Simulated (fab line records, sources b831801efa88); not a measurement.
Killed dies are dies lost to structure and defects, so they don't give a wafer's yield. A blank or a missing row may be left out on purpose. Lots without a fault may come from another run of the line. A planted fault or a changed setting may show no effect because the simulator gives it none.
fab line records | flow sky130
record lots=5 wafers=15 last_day=49
route steps=708 shown METAL5@671 PASSIVATION@681 PAD_OPEN@694
lots that met no fault: from a run of the same line without faults
start_h: hours from the record's first day to the start of the lot's first wafer shown | wait_h: hours since the lot's step before | " the same as in the row above | L1.1+2: a row that stands for several wafers | - no value, or no start given | * or withheld: withheld | < > ~ a bound
route shown NAME@n: a module of which the file shows steps, and the number in the route of the first | usual: mean/standard deviation of fault-free wafers | same: alike in all rows | chamber/n: place in a boat | sites: the reading at each site | _std_site: their standard deviation | _edge_site: outer sites' mean less inner sites' | radius_mm: how far each site lies from the wafer's centre | mask NAME#n: copy n | behind: the tool/chamber that last shaped the wafer | hold: why the lot was held/for how many hours/how that ended | device: the transistor (n, p or np) that didn't switch | end of line: the same wafers' tests at the end of the route | a step without rows: its recipe alone | killed: dies lost to structure and defects at the first sort, not the wafer's yield | map: a wafer's dies, x killed, . not, _ none there
set.NAME: the setting as run; set.NAME@STEP: as run at that earlier step | model.NAME: the simulator's own value behind a step, which no gauge read
lots at some steps of the route; a table a step, a row a wafer
services: from which hour (start_h, from the record's first day; less than 0 if before it) a tool's chamber was out of use, for how many hours, and why
## steps
# step SKY_METAL5_SOFTBAKE_10
# recipe temp_c=90 time_s=60 resist=NOVOLAK
# step SKY_METAL5_EXPOSE_11
# recipe mask_id=MM5 na=0.6 source_shape=conventional sigma_outer=0.6 polarization=unpolarized target_cd_nm=1600 dose_mj=190
# step SKY_METAL5_PEB_12
# recipe temp_c=withheld time_s=* resist=NOVOLAK
# step SKY_METAL5_DEVELOP_13
# recipe resist=NOVOLAK developer=TMAH develop_time_s=60 dev_temp_c=23
# step SKY_METAL5_DESCUM_14
# recipe chemistry=O2 source_power_w=150 bias_power_w=0 pressure_mtorr=10 temp_c=40 time_s=11
# step SKY_METAL5_METAL_ETCH_15
# recipe target_depth_a=12600 stop_on=SiO2 over_etch_frac=0.2 time_s=252 chemistry=Cl2/BCl3 resist_sidewall_deg=86 pressure_mtorr=10 icp_w=900 bias_w=48.5 Cl2_flow_sccm=60 bcl3_flow_sccm=30
# usual drypump_motor_current_A=5.8/0.42 he_backside_leak_sccm=3.4/0.34 oes_product_au=0.894/0.0052 throttle_valve_pct=22.265/0.0091
# same time_s=252
# columns lot.wafer tool chamber start_h wait_h drypump_motor_current_A he_backside_leak_sccm oes_product_au rf_hours_counter_h throttle_valve_pct
L175.1 rie_metal-01 0 1027.46 0.0 5.7 3.4 0.900 14 22.282
L175.2 " 1 " " 6.6 3.4 0.892 7 22.262
L175.3 " 0 " " 5.7 3.3 0.906 - 22.275
L180.1 rie_metal-04 0 1066.37 0.1 6.2 3.3 0.902 20 22.259
L180.3 " 0 " " 6.2 4.4 0.894 - 22.263
L180.6 " 0 " " 6.2 3.6 0.895 - 22.255
L184.4 rie_metal-04 0 1088.99 0.1 6.1 3.6 0.903 - 22.264
L184.5 " 0 " " 6.2 3.5 0.896 - 22.265
L184.6 " 1 " " 5.3 3.3 0.892 - 22.284
L188.2 rie_metal-01 1 1109.58 0.0 6.5 3.3 0.898 13 22.261
L188.4 " 1 " " 6.5 3.4 0.895 - 22.268
L188.5 " 1 " " 6.5 3.4 0.883 - 22.256
L194.1 rie_metal-04 0 1141.92 0.0 6.2 3.7 0.893 26 22.280
L194.3 " 1 " " 5.3 3.3 0.888 - 22.268
L194.6 " 0 " " 6.2 3.5 0.894 - 22.259
# step SKY_METAL5_STRIP_16
# recipe chemistry=O2/N2 power_w=1400 pressure_mtorr=1500 platen_temp_c=withheld o2_flow_sccm=3000 n2_flow_sccm=300 overash_fraction=0.5
# usual drypump_motor_current_A=5.8/0.57 oes_product_au=0.710/0.0041 strip_time_to_endpoint_s=13.10/0.1
# columns lot.wafer tool chamber start_h wait_h drypump_motor_current_A oes_product_au rf_hours_counter_h strip_time_to_endpoint_s
L175.1 plasma_asher-01 1 1027.69 0.2 6.0 0.712 58 13.05
L175.2 " 0 " " 6.6 0.706 58 13.16
L175.3 " 0 " " 6.6 0.710 - 13.03
L180.1 plasma_asher-01 0 1066.84 0.4 6.6 0.706 62 13.07
L180.3 " 0 " " 6.6 0.712 - 13.08
L180.6 " 1 " " 6.0 0.709 - 13.03
L184.4 plasma_asher-02 0 1089.18 0.1 5.6 0.717 - 13.15
L184.5 " 0 " " 5.6 0.706 - 13.05
L184.6 " 1 " " 5.4 0.705 - 13.11
L188.2 plasma_asher-01 1 1109.82 0.2 6.0 0.711 66 13.26
L188.4 " 1 " " 6.0 0.713 - 13.22
L188.5 " 0 " " 6.6 0.714 - 13.25
L194.1 plasma_asher-04 1 1142.15 0.2 5.3 0.709 7 12.96
L194.3 " 0 " " 5.0 0.710 - 13.15
L194.6 " 1 " " 5.3 0.717 - 12.95
# step SKY_METAL5_STRIP_17
# recipe chemistry=post_etch_residue_remover time_s=1200 temp_c=72.5
# step SKY_METAL5_CLEAN_18
# recipe chemistry=IPA time_s=180 temp_c=25
# step SKY_METAL5_CLEAN_19
# recipe chemistry=O3/DIW dry=n2_spin
# step SKY_PASSIVATION_CVD_00
# recipe material=SiO2 target_thk_nm=90 temp_c=400 time_s=withheld rf_w=600
# usual heater_power_outer_w=357/60 heater_power_w=643/98 rf_fwd_power_W=588/3.8 susceptor_temp_C=399.99/0.22
# columns lot.wafer tool chamber start_h wait_h heater_power_outer_w heater_power_w rf_fwd_power_W susceptor_temp_C
L175.1 pecvd-02 0 1028.30 0.0 436 783 585 400.29
L175.2 " 2 " " 268 461 595 399.92
L175.3 " 1 " " 364 611 584 400.21
L180.1 pecvd-03 0 1067.50 0.0 430 791 587 400.13
L180.3 " 2 " " 322 536 584 399.86
L180.6 " 2 " " 330 538 583 399.87
L184.4 pecvd-02 2 1089.79 0.0 277 459 590 400.12
L184.5 " 0 " " 412 739 584 399.69
L184.6 " 1 " " 390 670 591 400.05
L188.2 pecvd-01 1 1110.42 0.0 395 695 590 400.10
L188.4 " 1 " " 396 695 591 400.13
L188.5 " 0 " " 231 505 597 400.26
L194.1 pecvd-01 1 1142.74 0.0 378 684 587 399.75
L194.3 " 0 " " 273 530 593 400.00
L194.6 " 2 " " 385 722 586 399.74
# step SKY_PASSIVATION_THK_MEAS_01
# recipe reads=SiO2_of_PASSIVATION_CVD_00
# usual PASSIVATION_CVD_00_THK=90.1/1
# columns lot.wafer tool chamber start_h wait_h PASSIVATION_CVD_00_THK[nm]
L175.1 film_metro-04 - 1028.32 - 90.3
L175.2 " - " " 90.7
L175.3 " - " " 90.7
L180.1 film_metro-01 - 1067.52 - 88.4
L180.3 " - " " 90.0
L180.6 " - " " 91.7
L184.4 film_metro-01 - 1089.83 - 91.1
L184.5 " - " " 89.9
L184.6 " - " " 90.4
L188.2 film_metro-03 - 1110.46 - 89.6
L188.4 " - " " 91.4
L188.5 " - " " 90.7
L194.1 film_metro-01 - 1142.76 - 88.9
L194.3 " - " " 89.2
L194.6 " - " " 91.8
# step SKY_PASSIVATION_CVD_02
# recipe material=Si3N4 target_thk_nm=540 temp_c=400 time_s=withheld rf_w=450
# usual heater_power_outer_w=405/58 heater_power_w=699/98 rf_fwd_power_W=448.9/1.2 susceptor_temp_C=399.99/0.23
# columns lot.wafer tool chamber start_h wait_h heater_power_outer_w heater_power_w rf_fwd_power_W susceptor_temp_C model.Si3N4_of_PASSIVATION_CVD_02.thk_nm
L175.1 pecvd-01 2 1028.38 0.1 464 813 447.4 399.82 545.9
L175.2 " 1 " " 440 785 450.5 399.97 538.5
L175.3 " 0 " " 333 621 449.3 400.00 542.9
L180.1 pecvd-02 0 1067.58 0.1 415 757 446.9 399.88 535.7
L180.3 " 1 " " 429 733 452.1 399.67 543.3
L180.6 " 1 " " 454 754 448.9 399.82 554.7
L184.4 pecvd-01 0 1089.98 0.1 361 667 449.8 400.24 544
L184.5 " 2 " " 445 777 450.3 400.05 544.5
L184.6 " 1 " " 458 799 377.0 400.06 513.5
L188.2 pecvd-03 0 1110.51 0.0 437 780 447.9 400.37 534.3
L188.4 " 2 " " 328 544 449.0 399.90 534.2
L188.5 " 0 " " 454 819 447.3 400.29 544.7
L194.1 pecvd-02 1 1142.82 0.1 440 709 448.6 400.31 546.6
L194.3 " 2 " " 326 530 448.5 399.86 543.5
L194.6 " 1 " " 447 734 448.5 399.99 540.8
# step SKY_PASSIVATION_THK_MEAS_03
# recipe reads=Si3N4_of_PASSIVATION_CVD_02
# usual PASSIVATION_CVD_02_THK=541/6.7
# columns lot.wafer tool chamber start_h wait_h PASSIVATION_CVD_02_THK[nm]
L175.1 film_metro-04 - 1028.60 - 546
L175.2 " - " " 539
L175.3 " - " " 543
L180.1 film_metro-03 - 1067.81 - 535
L180.3 " - " " 543
L180.6 " - " " 555
L184.4 film_metro-04 - 1090.12 - 545
L184.5 " - " " 544
L184.6 " - " " 513
L188.2 film_metro-03 - 1110.74 - 534
L188.4 " - " " 534
L188.5 " - " " 545
L194.1 film_metro-03 - 1143.05 - 547
L194.3 " - " " 544
L194.6 " - " " 540
# step SKY_PASSIVATION_DEHYDRATE_04
# recipe temp_c=200 time_s=60
# step SKY_PASSIVATION_HMDS_05
# recipe prime_time_s=60 prime_temp_c=120
# step SKY_PASSIVATION_COAT_06
# recipe spin_rpm=2000 resist_thk_nm=3000
# step SKY_PASSIVATION_SOFTBAKE_07
# recipe temp_c=110 time_s=withheld
# step SKY_PASSIVATION_EXPOSE_08
# recipe mask_id=NSM target_cd_nm=3000 na=0.57 dose_mj=260
# step SKY_PASSIVATION_PEB_09
# recipe temp_c=115 time_s=withheld
# step SKY_PASSIVATION_DEVELOP_10
# recipe develop_time_s=60 dev_temp_c=23
# step SKY_PASSIVATION_ETCH_11
# recipe chemistry=CF4/O2 target_depth_nm=725 stop_on=AlCu source_w=800 bias_w=150 pressure_mtorr=150 cf4_flow_sccm=80 O2_flow_sccm=10 time_s=161.1
# usual drypump_motor_current_A=5.8/0.46 oes_product_au=0.979/0.0064 throttle_valve_pct=5.964/0.0093
# same time_s=161.1
# columns lot.wafer tool chamber start_h wait_h drypump_motor_current_A oes_product_au rf_hours_counter_h throttle_valve_pct model.PASSIVATION.feature_depth_nm model.etch.depth_nm
L175.1 rie_diel-03 2 1050.58 - 6.0 0.981 11 5.956 711.1 711.1
L175.2 " 1 " " 5.7 0.987 20 5.951 704.8 704.8
L175.3 " 3 " " 5.9 0.975 10 5.970 709.3 709.3
L180.1 rie_diel-03 0 1088.52 - 4.8 0.975 2 5.960 698.6 698.6
L180.3 " 2 " " 5.9 0.978 12 5.968 707.9 707.9
L180.6 " 0 " " 4.8 0.986 - 5.967 721.4 721.4
L184.4 rie_diel-01 2 1110.12 - 6.2 0.989 14 5.964 710.2 710.2
L184.5 " 0 " " 6.2 0.979 - 5.968 709.4 709.4
L184.6 " 1 " " 5.3 0.956 - 5.959 679.6 679.6
L188.2 rie_diel-01 3 1130.92 - 6.4 0.975 13 5.944 697.3 697.3
L188.4 " 0 " " 6.2 0.975 8 5.959 698.8 698.8
L188.5 " 3 " " 6.4 0.984 - 5.960 709.2 709.2
L194.1 rie_diel-01 3 1160.87 - 6.4 0.973 13 5.964 708.7 708.7
L194.3 " 1 " " 5.4 0.975 20 5.971 706.1 706.1
L194.6 " 3 " " 6.4 0.973 - 5.962 706.6 706.6
# step SKY_PASSIVATION_STRIP_12
# recipe chemistry=O2/N2 power_w=1400 pressure_mtorr=1500 platen_temp_c=withheld overash_fraction=0.7 o2_flow_sccm=3000 n2_flow_sccm=300
# usual drypump_motor_current_A=6.0/0.48 oes_product_au=0.662/0.0046 strip_time_to_endpoint_s=31.56/0.14
# columns lot.wafer tool chamber start_h wait_h drypump_motor_current_A oes_product_au rf_hours_counter_h strip_time_to_endpoint_s
L175.1 plasma_asher-02 1 1050.69 0.1 5.4 0.662 31 31.43
L175.2 " 0 " " 5.6 0.658 31 31.57
L175.3 " 0 " " 5.6 0.661 - 31.63
L180.1 plasma_asher-03 0 1088.63 0.1 6.7 0.657 92 31.43
L180.3 " 1 " " 5.9 0.667 - 31.51
L180.6 " 0 " " 6.7 0.664 - 31.61
L184.4 plasma_asher-02 1 1110.26 0.1 5.4 0.662 - 31.74
L184.5 " 0 " " 5.6 0.668 - 31.70
L184.6 " 1 " " 5.4 0.663 - 31.52
L188.2 plasma_asher-02 0 1131.03 0.1 5.6 0.661 39 31.71
L188.4 " 0 " " 5.6 0.666 - 31.70
L188.5 " 0 " " 5.6 0.656 - 31.63
L194.1 plasma_asher-02 1 1160.98 0.1 5.4 0.663 43 31.73
L194.3 " 0 " " 5.6 0.666 - 31.81
L194.6 " 1 " " 5.4 0.664 - 31.73
# step SKY_PAD_OPEN_DEHYDRATE_00
# recipe temp_c=200 time_s=60
# step SKY_PAD_OPEN_HMDS_01
# recipe prime_time_s=60 prime_temp_c=120
# step SKY_PAD_OPEN_COAT_02
# recipe spin_rpm=2000 resist_thk_nm=3000
# step SKY_PAD_OPEN_SOFTBAKE_03
# recipe temp_c=110 time_s=withheld
# step SKY_PAD_OPEN_EXPOSE_04
# recipe mask_id=PDM target_cd_nm=60000 na=0.57 dose_mj=260
# step SKY_PAD_OPEN_PEB_05
# recipe temp_c=115 time_s=withheld
# step SKY_PAD_OPEN_DEVELOP_06
# recipe develop_time_s=60 dev_temp_c=23
# step SKY_PAD_OPEN_ETCH_07
# recipe chemistry=CF4/O2 target_depth_nm=725 stop_on=AlCu source_w=800 bias_w=150 pressure_mtorr=150 cf4_flow_sccm=80 O2_flow_sccm=10 time_s=161.1
# usual drypump_motor_current_A=5.9/0.54 oes_product_au=0.979/0.0073 throttle_valve_pct=5.965/0.009
# same time_s=161.1
# columns lot.wafer tool chamber start_h wait_h drypump_motor_current_A oes_product_au rf_hours_counter_h throttle_valve_pct model.PAD_OPEN.feature_depth_nm model.etch.depth_nm
L175.1 rie_diel-02 2 1071.40 - 5.9 0.987 26 5.973 711.1 711.1
L175.2 " 3 " " 6.1 0.975 11 5.965 704.8 704.8
L175.3 " 1 " " 5.2 0.983 13 5.974 709.3 709.3
L180.1 rie_diel-03 2 1108.42 - 5.9 0.970 13 5.973 698.6 698.6
L180.3 " 0 " " 4.8 0.987 3 5.972 707.9 707.9
L180.6 " 2 " " 6.0 0.992 - 5.961 721.4 721.4
L184.4 rie_diel-04 0 1129.60 - 6.4 0.973 14 5.995 710.2 710.2
L184.5 " 1 " " 6.8 0.979 - 5.969 709.4 709.4
L184.6 " 2 " " 5.5 0.948 - 5.971 679.6 679.6
L188.2 rie_diel-04 2 1149.35 - 5.5 0.976 11 5.965 697.3 697.3
L188.4 " 1 " " 6.7 0.972 9 5.963 698.8 698.8
L188.5 " 3 " " 6.6 0.984 - 5.975 709.2 709.2
L194.1 rie_diel-04 3 1178.27 - 6.7 0.976 17 5.981 708.7 708.7
L194.3 " 0 " " 6.3 0.972 16 5.958 706.1 706.1
L194.6 " 1 " " 6.7 0.985 - 5.967 706.6 706.6
# step SKY_PAD_OPEN_STRIP_08
# recipe chemistry=O2/N2 power_w=1400 pressure_mtorr=1500 platen_temp_c=withheld overash_fraction=0.7 o2_flow_sccm=3000 n2_flow_sccm=300
# usual drypump_motor_current_A=5.8/0.6 oes_product_au=0.662/0.0041
# columns lot.wafer tool chamber start_h wait_h drypump_motor_current_A oes_product_au rf_hours_counter_h
L175.1 plasma_asher-03 1 1071.50 0.1 5.9 0.664 91
L175.2 " 0 " " 6.7 0.655 91
L175.3 " 0 " " 6.7 0.660 -
L180.1 plasma_asher-03 0 1108.53 0.1 6.7 0.652 94
L180.3 " 0 " " 6.7 0.659 -
L180.6 " 1 " " 5.9 0.665 -
L184.4 plasma_asher-02 0 1129.74 0.1 5.6 0.652 -
L184.5 " 0 " " 5.6 0.661 -
L184.6 " 1 " " 5.4 0.654 -
L188.2 plasma_asher-03 1 1149.46 0.1 5.9 0.665 98
L188.4 " 1 " " 5.9 0.662 -
L188.5 " 0 " " 6.7 0.661 -
L194.1 plasma_asher-02 0 1178.38 0.1 5.6 0.658 44
L194.3 " 1 " " 5.4 0.664 -
L194.6 " 0 " " 5.6 0.665 -
# step SKY_PAD_OPEN_STRIP_09
# recipe chemistry=post_etch_residue_remover time_s=1200 temp_c=72.5
# same time_s=1200
# columns lot.wafer tool chamber start_h wait_h model.Si3N4_of_PASSIVATION_CVD_02.thk_nm
L175.1 wet_bench-03 0 1071.60 0.1 545.6
L175.2 " 0 " " 538.2
L175.3 " 0 " " 542.5
L180.1 wet_bench-02 1 1108.63 0.1 535.4
L180.3 " 1 " " 542.9
L180.6 " 1 " " 554.3
L184.4 wet_bench-03 1 1130.08 0.3 543.6
L184.5 " 1 " " 544.1
L184.6 " 1 " " 513.2
L188.2 wet_bench-03 3 1149.56 0.1 534
L188.4 " 3 " " 533.9
L188.5 " 3 " " 544.4
L194.1 wet_bench-01 2 1178.48 0.1 546.2
L194.3 " 2 " " 543.1
L194.6 " 2 " " 540.5
# step SKY_PAD_OPEN_CLEAN_10
# recipe chemistry=IPA time_s=180 temp_c=25
# step SKY_PAD_OPEN_PROBE_99
# usual defect_limited_yield=82.8/2 killed_at_M0_to_M3=42/7.3 killed_at_M4_up=3.2/1.8 killed_at_contacts=25/5.2 killed_at_front_end=15/4.6 killed_at_other=0.3/0.62 killed_dies=85/9.9 killed_on_rim=17/3.9 killed_open=46/7.1 killed_short=38/5.7 sort_bin_3_pad_short=0.9/0.42 sort_bin_5_function=10.0/1.5 sort_bin_6_memory=6.3/1.2 sort_n_pass=407/9.9 sort_yield_pct=82.8/2
# same gross_dies=492 killed_at_back_side=0 sort_bin_4_leakage[%]=0 sort_bin_8_speed[%]=0
# columns lot.wafer tool chamber start_h wait_h defect_limited_yield[%] killed_at_M0_to_M3 killed_at_M4_up killed_at_contacts killed_at_front_end killed_at_other killed_dies killed_on_rim killed_open killed_short sort_bin_3_pad_short[%] sort_bin_5_function[%] sort_bin_6_memory[%] sort_n_pass sort_yield_pct[%]
L175.1 prober-01 - 1073.72 0.1 81.5 44 4 24 18 1 91 19 56 35 1.0 10.8 6.7 401 81.5
L175.2 prober-01 - 1073.77 0.1 84.1 39 2 21 15 1 78 14 45 33 0.6 9.1 6.1 414 84.1
L175.3 prober-01 - 1073.82 0.2 83.5 41 1 22 17 0 81 12 41 40 0.8 10.4 5.3 411 83.5
L184.4 prober-01 - 1132.37 0.2 85.2 42 2 14 14 1 73 16 35 38 0 9.8 5.1 419 85.2
L184.5 prober-01 - 1132.42 0.2 83.3 40 2 27 13 0 82 16 44 38 1.2 8.9 6.5 410 83.3
L184.6 prober-01 - 1132.47 0.2 87.2 31 4 19 9 0 63 13 30 33 1.4 7.5 3.9 429 87.2
L188.2 prober-01 - 1151.76 0.1 83.3 43 2 24 13 0 82 14 52 30 1.0 10.0 5.7 410 83.3
L188.4 prober-01 - 1151.86 0.2 80.9 54 5 19 14 2 94 19 50 44 0.6 12.4 6.1 398 80.9
L188.5 prober-01 - 1151.91 0.2 83.9 47 3 13 16 0 79 13 42 37 0.8 9.6 5.7 413 83.9
L194.1 prober-01 - 1180.59 0.1 84.3 44 5 19 9 0 77 14 37 39 1.2 9.1 5.3 415 84.3
L194.3 prober-01 - 1180.69 0.2 81.5 38 4 28 21 0 91 14 46 43 0.6 11.4 6.5 401 81.5
L194.6 prober-01 - 1180.84 0.2 85.2 29 4 21 19 0 73 16 38 35 1.0 7.1 6.7 419 85.2
# killed by level:class
L175.1 VIA2:geometric_particle:open=10 VIA1:geometric_particle:open=9 LI_CONTACT:geometric_particle:open=8 CONTACT:geometric_particle:open=8 CONTACT:geometric_particle:short=6 FIELD_ISO:geometric_particle:open=5 METAL1:geometric_particle:short=5 POLY_GATE:geometric_particle:open=4
L175.2 VIA1:geometric_particle:open=11 LI_CONTACT:geometric_particle:open=10 POLY_GATE:geometric_particle:open=6 VIA3:geometric_particle:open=6 METAL1:geometric_particle:short=6 LOCAL_INTERCONNECT:geometric_particle:short=5 FIELD_ISO:geometric_particle:short=4 VIA3:geometric_particle:short=4
L175.3 VIA1:geometric_particle:open=10 CONTACT:geometric_particle:open=9 METAL1:geometric_particle:short=7 VIA3:geometric_particle:open=6 LI_CONTACT:geometric_particle:open=5 METAL2:geometric_particle:short=5 FIELD_ISO:geometric_particle:short=4 LOCAL_INTERCONNECT:geometric_particle:short=4
L184.4 VIA3:geometric_particle:open=7 LI_CONTACT:geometric_particle:open=5 VIA1:geometric_particle:open=5 VIA1:geometric_particle:short=5 FIELD_ISO:geometric_particle:short=4 POLY_GATE:geometric_particle:open=4 METAL1:geometric_particle:short=4 METAL2:geometric_particle:short=4
L184.5 VIA1:geometric_particle:open=9 LI_CONTACT:geometric_particle:open=8 CONTACT:geometric_particle:open=7 VIA1:geometric_particle:short=6 VIA3:geometric_particle:open=6 POLY_GATE:geometric_particle:open=5 LI_CONTACT:geometric_particle:short=5 METAL1:geometric_particle:short=5
L184.6 CONTACT:geometric_particle:open=8 VIA1:geometric_particle:open=7 METAL1:geometric_particle:short=6 VIA1:geometric_particle:short=5 POLY_GATE:geometric_particle:short=4 LI_CONTACT:geometric_particle:open=4 METAL2:geometric_particle:short=4 LOCAL_INTERCONNECT:geometric_particle:short=3
L188.2 VIA1:geometric_particle:open=10 VIA3:geometric_particle:open=9 LI_CONTACT:geometric_particle:open=8 CONTACT:geometric_particle:open=7 FIELD_ISO:geometric_particle:open=5 VIA2:geometric_particle:short=5 POLY_GATE:geometric_particle:short=4 METAL3:geometric_particle:short=4
L188.4 METAL1:geometric_particle:short=10 VIA1:geometric_particle:open=10 VIA2:geometric_particle:open=9 CONTACT:geometric_particle:open=6 FIELD_ISO:geometric_particle:open=5 LI_CONTACT:geometric_particle:open=5 METAL2:geometric_particle:short=5 VIA3:geometric_particle:open=5
L188.5 VIA2:geometric_particle:open=10 VIA1:geometric_particle:open=8 FIELD_ISO:geometric_particle:short=7 CONTACT:geometric_particle:open=5 METAL2:geometric_particle:short=5 METAL3:geometric_particle:short=5 METAL1:geometric_particle:short=4 VIA3:geometric_particle:open=4
L194.1 VIA1:geometric_particle:open=10 METAL1:geometric_particle:short=7 LI_CONTACT:geometric_particle:open=6 VIA1:geometric_particle:short=5 CONTACT:geometric_particle:open=4 POLY_GATE:geometric_particle:short=4 LI_CONTACT:geometric_particle:short=4 METAL4:geometric_particle:open=4
L194.3 VIA1:geometric_particle:open=12 CONTACT:geometric_particle:open=11 FIELD_ISO:geometric_particle:open=7 METAL1:geometric_particle:short=7 VIA1:geometric_particle:short=7 LI_CONTACT:geometric_particle:open=6 CONTACT:geometric_particle:short=5 POLY_GATE:geometric_particle:short=4
L194.6 CONTACT:geometric_particle:open=7 LI_CONTACT:geometric_particle:open=6 FIELD_ISO:geometric_particle:open=5 VIA2:geometric_particle:open=5 POLY_GATE:geometric_particle:short=4 METAL1:geometric_particle:short=4 VIA1:geometric_particle:open=4 VIA1:geometric_particle:short=4
## services
# columns tool chamber start_h hours kind
plasma_asher-03 - 1012.13 1.5 repair
pecvd-01 0 1013.20 5.5 scheduled_down
plasma_asher-03 - 1021.01 2.1 repair
rie_diel-04 3 1024.89 8.0 repair
pecvd-01 - 1025.28 2.8 pm
rie_diel-04 1 1025.32 1.6 repair
rie_diel-03 0 1032.71 12.4 repair
pecvd-02 - 1034.79 1.7 repair
pecvd-02 2 1039.07 19.7 repair
rie_diel-02 2 1045.87 7.2 repair
rie_metal-04 1 1050.25 - clean
plasma_asher-04 - 1055.25 9.0 pm
pecvd-01 1 1057.17 5.5 scheduled_down
rie_diel-02 2 1057.39 11.7 repair
pecvd-01 0 1079.96 5.5 scheduled_down
pecvd-01 1 1085.50 2.1 scheduled_down
rie_diel-03 - 1085.92 0.2 repair
rie_diel-02 0 1093.64 7.1 repair
rie_diel-02 - 1105.98 2.8 pm
rie_diel-01 1 1110.49 9.9 repair
pecvd-02 - 1123.57 2.8 pm
pecvd-01 1 1148.89 2.3 repair
plasma_asher-04 - 1151.30 10.8 repair
pecvd-01 2 1159.40 5.5 scheduled_down
## key
first_sign step=SKY_PASSIVATION_CVD_02 reading=rf_fwd_power_W direction=down sigmas=58 usual=448.9 struck=377.0
effect step=SKY_PASSIVATION_THK_MEAS_03 reading=PASSIVATION_CVD_02_THK direction=down sigmas=4.2 usual=541 struck=513
effect step=SKY_PASSIVATION_ETCH_11 reading=oes_product_au direction=down sigmas=3.6 usual=0.979 struck=0.956
effect step=SKY_PAD_OPEN_ETCH_07 reading=oes_product_au direction=down sigmas=4.2 usual=0.979 struck=0.948
model_effect step=SKY_PASSIVATION_CVD_02 value=Si3N4_of_PASSIVATION_CVD_02.thk_nm without=541.3 struck=513.5
model_effect step=SKY_PASSIVATION_ETCH_11 value=PASSIVATION.feature_depth_nm without=707.3 struck=679.6
model_effect step=SKY_PAD_OPEN_ETCH_07 value=PAD_OPEN.feature_depth_nm without=707.3 struck=679.6
model_effect step=SKY_PAD_OPEN_STRIP_09 value=Si3N4_of_PASSIVATION_CVD_02.thk_nm without=540.9 struck=513.2
met_at SKY_PASSIVATION_CVD_02
struck_wafers L184.6
onset_between 1028.38 1089.98
fault kind=process_parameter_drift tool=pecvd-01 chamber=1 onset_h=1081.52 steps=SKY_PASSIVATION_CVD_02 channel=rf_w offset=-72 shape=step end_h=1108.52 acts_in=these_recipes_only stated=450
